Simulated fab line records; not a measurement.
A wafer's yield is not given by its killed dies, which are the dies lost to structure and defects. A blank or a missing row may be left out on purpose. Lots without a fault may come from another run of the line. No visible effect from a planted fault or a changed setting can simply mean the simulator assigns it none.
What tool caused it? | flow gf180mcu | 14 lots, 42 wafers sampled, at 1 step of a route of 602

WHAT THE GAUGES SHOWED, per wafer
GF_MIM_RS_MEAS_10: a four-point-probe measurement.
lot  | measured     | on           | MIM_ALCU_RS (ohm/sq)
L670 | day 24 21:15 | filmMetro-03 | 0.1561 0.1569 0.1583
L672 | day 25 07:41 | filmMetro-01 | 0.1598 0.1590 0.1586
L674 | day 26 00:58 | filmMetro-03 | 0.1629 0.1623 0.1632
L675 | day 26 08:43 | filmMetro-01 | 0.1608 0.1598 0.1630
L676 | day 26 12:25 | filmMetro-02 | 0.1600 0.1610 0.1615
L679 | day 27 17:47 | filmMetro-01 | 0.1625 0.1640 0.1621
L684 | day 29 02:53 | filmMetro-01 | 0.1576 0.1599 0.1595
L685 | day 29 06:49 | filmMetro-03 | 0.1598 0.1601 0.1595
L687 | day 30 04:06 | filmMetro-02 | 0.1599 0.1613 0.1608
L688 | day 30 09:22 | filmMetro-01 | 0.1611 0.1619 0.1623
L689 | day 30 22:34 | filmMetro-01 | 0.1614 0.1614 0.1602
L691 | day 31 07:26 | filmMetro-02 | 0.1607 0.1614 0.1617
L690 | day 31 09:25 | filmMetro-02 | 0.1599 0.1613 0.1608
L692 | day 31 15:08 | filmMetro-02 | 0.1621 0.1588 0.1605

WHAT TOOL EACH LOT RAN ON (gives the tool, then ch and the chambers of the sampled wafers, and finally the start)
No process step before these readings appears in the record.

AS READ BY THE TOOLS THEMSELVES (means over the sampled wafers that have a number; for cases with no such wafer, the mark the record gives instead)
The record holds no such reading with a usual standard deviation.

THE ANSWER, worked out from the rows above alone
Rule: usual is defined by the lots themselves. Put in order of their means at a reading, lots are off if they are a third of the lots or fewer, leave a main group of 4 or more, and stand apart from it by a gap of 3 or more times the standard deviation of the main group's means; of several such gaps the widest counts. The tables above print the reading to a certain number of digits; a main group whose means all agree to those digits is not used. Also off: a lot with no number at a reading for which 4 or more lots have one. Any other lot the step has rows for is counted as sound. The gauges are gone through in route order, then the tools' own readings, and for those a lot's mean is taken as printed above. The first step at which some lot is off is used, and at that step the reading that is off furthest; a lot without a number counts as furthest.
None of the lots is off at any reading shown; this tells nothing.

WHAT THE SIMULATOR HAD PUT IN
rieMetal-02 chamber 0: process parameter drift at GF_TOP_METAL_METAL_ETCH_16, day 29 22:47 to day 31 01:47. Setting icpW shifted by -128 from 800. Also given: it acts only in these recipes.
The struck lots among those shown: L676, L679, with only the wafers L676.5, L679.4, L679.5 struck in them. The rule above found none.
